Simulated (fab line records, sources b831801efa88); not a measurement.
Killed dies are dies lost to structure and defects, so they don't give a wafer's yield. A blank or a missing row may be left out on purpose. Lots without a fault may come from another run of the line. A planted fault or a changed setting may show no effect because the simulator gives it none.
Chamber matching | flow sfq_line | SFQ_TRILAYER_I0_VIA_BARC_OPEN_VIA_ETCH_046 on rie_diel-02: 4 sister chambers
The step etches BARC in O2, target depth 125 nm, time 41.7 s. 4 wafers are shown with their chamber, then 7 later ones without.

WAFERS WITH THEIR CHAMBER
wafer  | chamber | drypump_motor_current_A (A)
L209.1 | 1       | 5.2
L213.4 | 2       | 6.0
L215.6 | 0       | 5.8
L216.5 | 3       | 6.0

WAFERS WITHOUT THEIR CHAMBER
wafer  | drypump_motor_current_A (A)
L216.6 | 6.0
L225.2 | 6.0
L225.3 | 5.7
L225.4 | 6.0
L229.1 | 6.0
L229.2 | 6.0
L229.3 | 5.1

WHICH CHAMBER EACH WENT THROUGH
wafer  | from the rows above     | in truth
L216.6 | can't be placed: 2 or 3 | 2
L225.2 | can't be placed: 2 or 3 | 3
L225.3 | 0                       | 0
L225.4 | can't be placed: 2 or 3 | 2
L229.1 | can't be placed: 2 or 3 | 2
L229.2 | can't be placed: 2 or 3 | 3
L229.3 | 1                       | 1
Placed correctly: 2 of 7. Can't be placed from these rows: 5 (the true chamber is among the candidates in 5). Placed wrongly: 0.
How it was worked out, from the rows above alone: a wafer's distance from a chamber is the root of the sum, over the readings, of the square of ((its reading less the chamber's mean) divided by the reading's scatter). The wafer belongs to the nearest chamber; if the next one is less than 2 further off, it can't be placed. A chamber's mean is the mean of its shown wafers. The scatter: with one shown wafer a chamber, the root of the mean of the squares of how far each hidden wafer lies from its nearest shown one.
